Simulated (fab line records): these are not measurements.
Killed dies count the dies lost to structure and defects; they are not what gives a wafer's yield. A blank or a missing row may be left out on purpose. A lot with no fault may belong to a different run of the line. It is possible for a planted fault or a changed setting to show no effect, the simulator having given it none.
fab line records / flow sky130
[record] lots = 7 wafers = 21 lastDay = 50
route steps=708 shown VT_ADJUST_LVTN@111 VT_ADJUST_NCORE@119
lots with no fault: from the same line, run without faults
startH: hours from the record's opening day to when the first of the lot's shown wafers began / waitH: hours since the lot's step before / " identical to the entry in the row above / L1.1+2: several wafers, shown together as one row / - no value present, or no start provided / * or withheld: withheld / < > ~ a bound
route shown NAME@n: NAME is a module with steps in the file, n the number in the route of the first one / usual: mean and standard deviation over wafers with no fault / same: alike in all rows / chamber/n: place in a boat / sites: each site's reading / _std_site: how widely they spread, as a standard deviation / _edge_site: mean of outer sites minus mean of inner sites / radiusMm: for every site, how far away it sits from the centre of the wafer / mask NAME#n: copy n / behind: the most recent tool/chamber to have shaped the wafer / hold: what put the lot on hold/how long, in hours/how the hold closed / device: transistor that didn't switch, given as n, p or np / end of line: the tests these same wafers got at the end of their route / where a step has no rows: the recipe by itself / killed: the dies lost at the first sort to structure and to defects; this is not the yield of the wafer / map: a wafer's dies, x killed, . not, _ none there
set.NAME: the setting that was run; set.NAME@STEP: the one run at that earlier step / model.NAME: the simulator's own value behind a step, which no gauge read
lots at selected steps of the route; one table per step, one row per wafer
services: when a tool's chamber went out of use (startH, in hours from the record's first day, below 0 if earlier), for how many hours, and the reason
[[steps]]
[step SKY_VT_ADJUST_LVTN_SOFTBAKE_14]
[recipe] tempC = 90 timeS = 60 resist = NOVOLAK
[step SKY_VT_ADJUST_LVTN_EXPOSE_15]
[recipe] maskId = HVN_STD_DERIVED na = 0.6 sourceShape = conventional sigmaOuter = 0.6 polarization = unpolarized targetCdNm = 600 doseMj = 163
[step SKY_VT_ADJUST_LVTN_PEB_16]
[recipe] tempC = withheld timeS = * resist = NOVOLAK
[step SKY_VT_ADJUST_LVTN_DEVELOP_17]
[recipe] resist = NOVOLAK developer = TMAH developTimeS = 60 devTempC = 23
[step SKY_VT_ADJUST_LVTN_OVL_MEAS_18]
[usual] VT_ADJUST_LVTN_01_OVL = 0.2/1.3
lot.wafer=L927.1 tool=overlay-02 chamber=- startH=171.00 waitH=0.1 VT_ADJUST_LVTN_01_OVL[nm]=-0.6
lot.wafer=L927.5 tool=overlay-02 chamber=- startH=171.00 waitH=0.1 VT_ADJUST_LVTN_01_OVL[nm]=0.5
lot.wafer=L927.6 tool=overlay-02 chamber=- startH=171.00 waitH=0.1 VT_ADJUST_LVTN_01_OVL[nm]=-2.9
lot.wafer=L932.1 tool=overlay-02 chamber=- startH=202.93 waitH=0.1 VT_ADJUST_LVTN_01_OVL[nm]=-1.1
lot.wafer=L932.2 tool=overlay-02 chamber=- startH=202.93 waitH=0.1 VT_ADJUST_LVTN_01_OVL[nm]=-0.5
lot.wafer=L932.6 tool=overlay-02 chamber=- startH=202.93 waitH=0.1 VT_ADJUST_LVTN_01_OVL[nm]=-1.0
lot.wafer=L940.1 tool=overlay-01 chamber=- startH=256.38 waitH=0.1 VT_ADJUST_LVTN_01_OVL[nm]=1.2
lot.wafer=L940.5 tool=overlay-01 chamber=- startH=256.38 waitH=0.1 VT_ADJUST_LVTN_01_OVL[nm]=1.9
lot.wafer=L940.6 tool=overlay-01 chamber=- startH=256.38 waitH=0.1 VT_ADJUST_LVTN_01_OVL[nm]=1.0
lot.wafer=L941.1 tool=overlay-01 chamber=- startH=265.63 waitH=0.1 VT_ADJUST_LVTN_01_OVL[nm]=-0.6
lot.wafer=L941.3 tool=overlay-01 chamber=- startH=265.63 waitH=0.1 VT_ADJUST_LVTN_01_OVL[nm]=-0.8
lot.wafer=L941.4 tool=overlay-01 chamber=- startH=265.63 waitH=0.1 VT_ADJUST_LVTN_01_OVL[nm]=0.0
lot.wafer=L942.2 tool=overlay-02 chamber=- startH=271.73 waitH=0.1 VT_ADJUST_LVTN_01_OVL[nm]=1.9
lot.wafer=L942.3 tool=overlay-02 chamber=- startH=271.73 waitH=0.1 VT_ADJUST_LVTN_01_OVL[nm]=0.6
lot.wafer=L942.6 tool=overlay-02 chamber=- startH=271.73 waitH=0.1 VT_ADJUST_LVTN_01_OVL[nm]=0.6
lot.wafer=L946.1 tool=overlay-02 chamber=- startH=299.40 waitH=0.1 VT_ADJUST_LVTN_01_OVL[nm]=1.2
lot.wafer=L946.4 tool=overlay-02 chamber=- startH=299.40 waitH=0.1 VT_ADJUST_LVTN_01_OVL[nm]=0.0
lot.wafer=L946.6 tool=overlay-02 chamber=- startH=299.40 waitH=0.1 VT_ADJUST_LVTN_01_OVL[nm]=-0.9
lot.wafer=L949.1 tool=overlay-01 chamber=- startH=316.55 waitH=0.1 VT_ADJUST_LVTN_01_OVL[nm]=0.5
lot.wafer=L949.5 tool=overlay-01 chamber=- startH=316.55 waitH=0.1 VT_ADJUST_LVTN_01_OVL[nm]=0.9
lot.wafer=L949.6 tool=overlay-01 chamber=- startH=316.55 waitH=0.1 VT_ADJUST_LVTN_01_OVL[nm]=0.0
[step SKY_VT_ADJUST_LVTN_IMPLANT_19]
[recipe] species = B energyKev = 30 doseCm2 = 6.5e+11 tiltDeg = withheld
[step SKY_VT_ADJUST_LVTN_STRIP_20]
[recipe] chemistry = O2/N2 powerW = 1400 pressureMtorr = 1500 platenTempC = withheld o2FlowSccm = 3000 n2FlowSccm = 300 overashFraction = 0.5
[usual] drypumpMotorCurrentA = 5.6/0.37 oesProductAu = 0.716/0.0044 stripTimeToEndpointS = 14.20/0.039
lot.wafer=L927.1 tool=plasmaAsher-04 chamber=0 startH=171.19 waitH=0.1 drypumpMotorCurrentA=6.0 oesProductAu=0.718 rfHoursCounterH=5 stripTimeToEndpointS=14.20
lot.wafer=L927.5 tool=plasmaAsher-04 chamber=1 startH=171.19 waitH=0.1 drypumpMotorCurrentA=5.7 oesProductAu=0.713 rfHoursCounterH=- stripTimeToEndpointS=14.19
lot.wafer=L927.6 tool=plasmaAsher-04 chamber=0 startH=171.19 waitH=0.1 drypumpMotorCurrentA=5.9 oesProductAu=0.727 rfHoursCounterH=- stripTimeToEndpointS=14.23
lot.wafer=L932.1 tool=plasmaAsher-03 chamber=0 startH=203.12 waitH=0.1 drypumpMotorCurrentA=5.1 oesProductAu=0.707 rfHoursCounterH=40 stripTimeToEndpointS=14.12
lot.wafer=L932.2 tool=plasmaAsher-03 chamber=1 startH=203.12 waitH=0.1 drypumpMotorCurrentA=6.0 oesProductAu=0.724 rfHoursCounterH=40 stripTimeToEndpointS=14.12
lot.wafer=L932.6 tool=plasmaAsher-03 chamber=1 startH=203.12 waitH=0.1 drypumpMotorCurrentA=6.0 oesProductAu=0.722 rfHoursCounterH=- stripTimeToEndpointS=14.14
lot.wafer=L940.1 tool=plasmaAsher-03 chamber=1 startH=256.56 waitH=0.1 drypumpMotorCurrentA=6.0 oesProductAu=0.718 rfHoursCounterH=47 stripTimeToEndpointS=14.23
lot.wafer=L940.5 tool=plasmaAsher-03 chamber=0 startH=256.56 waitH=0.1 drypumpMotorCurrentA=5.1 oesProductAu=0.716 rfHoursCounterH=- stripTimeToEndpointS=14.18
lot.wafer=L940.6 tool=plasmaAsher-03 chamber=1 startH=256.56 waitH=0.1 drypumpMotorCurrentA=6.0 oesProductAu=0.715 rfHoursCounterH=- stripTimeToEndpointS=14.17
lot.wafer=L941.1 tool=plasmaAsher-02 chamber=1 startH=265.81 waitH=0.1 drypumpMotorCurrentA=5.8 oesProductAu=0.721 rfHoursCounterH=61 stripTimeToEndpointS=14.10
lot.wafer=L941.3 tool=plasmaAsher-02 chamber=0 startH=265.81 waitH=0.1 drypumpMotorCurrentA=5.6 oesProductAu=0.717 rfHoursCounterH=- stripTimeToEndpointS=14.22
lot.wafer=L941.4 tool=plasmaAsher-02 chamber=1 startH=265.81 waitH=0.1 drypumpMotorCurrentA=5.8 oesProductAu=0.719 rfHoursCounterH=- stripTimeToEndpointS=14.15
lot.wafer=L942.2 tool=plasmaAsher-04 chamber=0 startH=271.91 waitH=0.1 drypumpMotorCurrentA=6.0 oesProductAu=0.720 rfHoursCounterH=8 stripTimeToEndpointS=14.25
lot.wafer=L942.3 tool=plasmaAsher-04 chamber=1 startH=271.91 waitH=0.1 drypumpMotorCurrentA=5.6 oesProductAu=0.712 rfHoursCounterH=- stripTimeToEndpointS=14.20
lot.wafer=L942.6 tool=plasmaAsher-04 chamber=0 startH=271.91 waitH=0.1 drypumpMotorCurrentA=6.0 oesProductAu=0.711 rfHoursCounterH=- stripTimeToEndpointS=14.27
lot.wafer=L946.1 tool=plasmaAsher-03 chamber=1 startH=299.58 waitH=0.1 drypumpMotorCurrentA=6.0 oesProductAu=0.709 rfHoursCounterH=52 stripTimeToEndpointS=14.20
lot.wafer=L946.4 tool=plasmaAsher-03 chamber=1 startH=299.58 waitH=0.1 drypumpMotorCurrentA=6.0 oesProductAu=0.714 rfHoursCounterH=- stripTimeToEndpointS=14.26
lot.wafer=L946.6 tool=plasmaAsher-03 chamber=1 startH=299.58 waitH=0.1 drypumpMotorCurrentA=6.0 oesProductAu=0.718 rfHoursCounterH=- stripTimeToEndpointS=14.24
lot.wafer=L949.1 tool=plasmaAsher-02 chamber=1 startH=316.74 waitH=0.1 drypumpMotorCurrentA=5.8 oesProductAu=0.715 rfHoursCounterH=66 stripTimeToEndpointS=14.18
lot.wafer=L949.5 tool=plasmaAsher-02 chamber=0 startH=316.74 waitH=0.1 drypumpMotorCurrentA=5.6 oesProductAu=0.714 rfHoursCounterH=- stripTimeToEndpointS=14.15
lot.wafer=L949.6 tool=plasmaAsher-02 chamber=1 startH=316.74 waitH=0.1 drypumpMotorCurrentA=5.8 oesProductAu=0.719 rfHoursCounterH=- stripTimeToEndpointS=14.17
[step SKY_VT_ADJUST_LVTN_TW_MEAS_21]
[usual] VT_ADJUST_LVTN_2_TW = 189.7/2.9
lot.wafer=L927.1 tool=filmMetro-03 chamber=- startH=171.29 waitH=0.1 VT_ADJUST_LVTN_2_TW=192.1
lot.wafer=L927.5 tool=filmMetro-03 chamber=- startH=171.29 waitH=0.1 VT_ADJUST_LVTN_2_TW=191.0
lot.wafer=L927.6 tool=filmMetro-03 chamber=- startH=171.29 waitH=0.1 VT_ADJUST_LVTN_2_TW=191.1
lot.wafer=L932.1 tool=filmMetro-03 chamber=- startH=203.22 waitH=0.1 VT_ADJUST_LVTN_2_TW=192.0
lot.wafer=L932.2 tool=filmMetro-03 chamber=- startH=203.22 waitH=0.1 VT_ADJUST_LVTN_2_TW=191.0
lot.wafer=L932.6 tool=filmMetro-03 chamber=- startH=203.22 waitH=0.1 VT_ADJUST_LVTN_2_TW=191.6
lot.wafer=L940.1 tool=filmMetro-03 chamber=- startH=256.66 waitH=0.1 VT_ADJUST_LVTN_2_TW=191.5
lot.wafer=L940.5 tool=filmMetro-03 chamber=- startH=256.66 waitH=0.1 VT_ADJUST_LVTN_2_TW=190.8
lot.wafer=L940.6 tool=filmMetro-03 chamber=- startH=256.66 waitH=0.1 VT_ADJUST_LVTN_2_TW=190.1
lot.wafer=L941.1 tool=filmMetro-03 chamber=- startH=265.91 waitH=0.1 VT_ADJUST_LVTN_2_TW=190.5
lot.wafer=L941.3 tool=filmMetro-03 chamber=- startH=265.91 waitH=0.1 VT_ADJUST_LVTN_2_TW=190.2
lot.wafer=L941.4 tool=filmMetro-03 chamber=- startH=265.91 waitH=0.1 VT_ADJUST_LVTN_2_TW=190.7
lot.wafer=L942.2 tool=filmMetro-04 chamber=- startH=272.02 waitH=0.1 VT_ADJUST_LVTN_2_TW=191.5
lot.wafer=L942.3 tool=filmMetro-04 chamber=- startH=272.02 waitH=0.1 VT_ADJUST_LVTN_2_TW=190.8
lot.wafer=L942.6 tool=filmMetro-04 chamber=- startH=272.02 waitH=0.1 VT_ADJUST_LVTN_2_TW=191.0
lot.wafer=L946.1 tool=filmMetro-02 chamber=- startH=299.68 waitH=0.1 VT_ADJUST_LVTN_2_TW=185.3
lot.wafer=L946.4 tool=filmMetro-02 chamber=- startH=299.68 waitH=0.1 VT_ADJUST_LVTN_2_TW=185.1
lot.wafer=L946.6 tool=filmMetro-02 chamber=- startH=299.68 waitH=0.1 VT_ADJUST_LVTN_2_TW=185.7
lot.wafer=L949.1 tool=filmMetro-03 chamber=- startH=316.84 waitH=0.1 VT_ADJUST_LVTN_2_TW=189.6
lot.wafer=L949.5 tool=filmMetro-03 chamber=- startH=316.84 waitH=0.1 VT_ADJUST_LVTN_2_TW=190.8
lot.wafer=L949.6 tool=filmMetro-03 chamber=- startH=316.84 waitH=0.1 VT_ADJUST_LVTN_2_TW=190.8
[step SKY_VT_ADJUST_NCORE_DEHYDRATE_00]
[recipe] tempC = 200 timeS = 60
[step SKY_VT_ADJUST_NCORE_HMDS_01]
[recipe] primeTimeS = 60 primeTempC = 120
[step SKY_VT_ADJUST_NCORE_COAT_02]
[recipe] resist = NOVOLAK spinRpm = 3000 resistThkNm = 1140
[step SKY_VT_ADJUST_NCORE_SOFTBAKE_03]
[recipe] tempC = 90 timeS = 60 resist = NOVOLAK
[step SKY_VT_ADJUST_NCORE_EXPOSE_04]
[recipe] maskId = LVTN_COMPLEMENT_THIN na = 0.6 sourceShape = conventional sigmaOuter = 0.6 polarization = unpolarized targetCdNm = 380 doseMj = 139
[usual] exposureDoseMJCm2 = 138.98/0.13 focusOffsetNm = 0.0/0.55
lot.wafer=L927.1 tool=ilineStepper-01 chamber=0 startH=181.55 waitH=- mask=LVTN_COMPLEMENT_THIN#0 exposureDoseMJCm2=138.84 focusOffsetNm=-0.1
lot.wafer=L927.5 tool=ilineStepper-01 chamber=0 startH=181.55 waitH=- mask=LVTN_COMPLEMENT_THIN#0 exposureDoseMJCm2=139.14 focusOffsetNm=-1.2
lot.wafer=L927.6 tool=ilineStepper-01 chamber=0 startH=181.55 waitH=- mask=LVTN_COMPLEMENT_THIN#0 exposureDoseMJCm2=139.15 focusOffsetNm=0.5
lot.wafer=L932.1 tool=ilineStepper-01 chamber=0 startH=212.98 waitH=- mask=LVTN_COMPLEMENT_THIN#0 exposureDoseMJCm2=138.96 focusOffsetNm=-0.7
lot.wafer=L932.2 tool=ilineStepper-01 chamber=0 startH=212.98 waitH=- mask=LVTN_COMPLEMENT_THIN#0 exposureDoseMJCm2=138.82 focusOffsetNm=0.8
lot.wafer=L932.6 tool=ilineStepper-01 chamber=0 startH=212.98 waitH=- mask=LVTN_COMPLEMENT_THIN#0 exposureDoseMJCm2=138.88 focusOffsetNm=0.6
lot.wafer=L940.1 tool=ilineStepper-01 chamber=- startH=268.70 waitH=- mask=LVTN_COMPLEMENT_THIN#0 exposureDoseMJCm2=- focusOffsetNm=-
lot.wafer=L940.5 tool=ilineStepper-01 chamber=- startH=268.70 waitH=- mask=LVTN_COMPLEMENT_THIN#0 exposureDoseMJCm2=- focusOffsetNm=-
lot.wafer=L940.6 tool=ilineStepper-01 chamber=- startH=268.70 waitH=- mask=LVTN_COMPLEMENT_THIN#0 exposureDoseMJCm2=- focusOffsetNm=-
lot.wafer=L941.1 tool=ilineStepper-01 chamber=- startH=278.43 waitH=- mask=LVTN_COMPLEMENT_THIN#0 exposureDoseMJCm2=- focusOffsetNm=-
lot.wafer=L941.3 tool=ilineStepper-01 chamber=- startH=278.43 waitH=- mask=LVTN_COMPLEMENT_THIN#0 exposureDoseMJCm2=- focusOffsetNm=-
lot.wafer=L941.4 tool=ilineStepper-01 chamber=- startH=278.43 waitH=- mask=LVTN_COMPLEMENT_THIN#0 exposureDoseMJCm2=- focusOffsetNm=-
lot.wafer=L942.2 tool=ilineStepper-01 chamber=- startH=284.30 waitH=- mask=LVTN_COMPLEMENT_THIN#0 exposureDoseMJCm2=- focusOffsetNm=-
lot.wafer=L942.3 tool=ilineStepper-01 chamber=- startH=284.30 waitH=- mask=LVTN_COMPLEMENT_THIN#0 exposureDoseMJCm2=- focusOffsetNm=-
lot.wafer=L942.6 tool=ilineStepper-01 chamber=- startH=284.30 waitH=- mask=LVTN_COMPLEMENT_THIN#0 exposureDoseMJCm2=- focusOffsetNm=-
lot.wafer=L946.1 tool=ilineStepper-02 chamber=0 startH=312.32 waitH=- mask=LVTN_COMPLEMENT_THIN#0 exposureDoseMJCm2=138.91 focusOffsetNm=-0.3
lot.wafer=L946.4 tool=ilineStepper-02 chamber=0 startH=312.32 waitH=- mask=LVTN_COMPLEMENT_THIN#0 exposureDoseMJCm2=139.12 focusOffsetNm=0.8
lot.wafer=L946.6 tool=ilineStepper-02 chamber=0 startH=312.32 waitH=- mask=LVTN_COMPLEMENT_THIN#0 exposureDoseMJCm2=138.95 focusOffsetNm=0.1
lot.wafer=L949.1 tool=ilineStepper-01 chamber=0 startH=330.08 waitH=- mask=LVTN_COMPLEMENT_THIN#0 exposureDoseMJCm2=139.06 focusOffsetNm=0.8
lot.wafer=L949.5 tool=ilineStepper-01 chamber=0 startH=330.08 waitH=- mask=LVTN_COMPLEMENT_THIN#0 exposureDoseMJCm2=139.12 focusOffsetNm=0.9
lot.wafer=L949.6 tool=ilineStepper-01 chamber=0 startH=330.08 waitH=- mask=LVTN_COMPLEMENT_THIN#0 exposureDoseMJCm2=139.04 focusOffsetNm=1.1
[step SKY_VT_ADJUST_NCORE_PEB_05]
[recipe] tempC = withheld timeS = * resist = NOVOLAK
[[services]]
tool=ilineStepper-01 chamber=- startH=147.87 hours=2.6 kind=repair
tool=ilineStepper-01 chamber=- startH=162.22 hours=4.4 kind=pm
tool=ilineStepper-02 chamber=- startH=172.31 hours=1.7 kind=pm
tool=ilineStepper-01 chamber=0 startH=177.36 hours=- kind=calibration
tool=plasmaAsher-04 chamber=- startH=187.45 hours=57.9 kind=repair
tool=ilineStepper-02 chamber=- startH=206.47 hours=8.9 kind=pm
tool=ilineStepper-01 chamber=- startH=229.51 hours=1.7 kind=pm
tool=plasmaAsher-04 chamber=- startH=253.38 hours=13.3 kind=repair
tool=plasmaAsher-02 chamber=- startH=294.22 hours=3.1 kind=repair
tool=ilineStepper-02 chamber=0 startH=315.93 hours=- kind=calibration
tool=plasmaAsher-04 chamber=- startH=321.02 hours=0.4 kind=repair
[[key]]
[firstSign] step = SKY_VT_ADJUST_NCORE_EXPOSE_04 reading = toolRecord direction = missing
effect none on later readings
metAt SKY_VT_ADJUST_NCORE_EXPOSE_04
struckWafers L940.1,L940.5,L940.6,L941.1,L941.3,L941.4,L942.2,L942.3,L942.6
sortLeftOut L940.1,L940.5,L940.6,L941.1,L941.3,L941.4,L942.2,L942.3,L942.6
testerLeftOut L940,L941,L942
onsetBetween 212.98 268.70
[fault] kind = skippedStepWhole tool = ilineStepper-01 chamber = - onsetH = 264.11 steps = SKY_VT_ADJUST_NCORE_EXPOSE_04 scope = struckLotsOnly
// testerLeftOut: of these lots the tester's yield and bins aren't shown, on N5 and GAA mostly nor the transistor test; their killed dies are dies lost to structure and defects alone, not to doping, threshold or leakage, so they don't give the yield
// sortLeftOut: the simulated sort isn't trusted on such a fault, so these wafers' sort isn't shown, and their yield isn't known
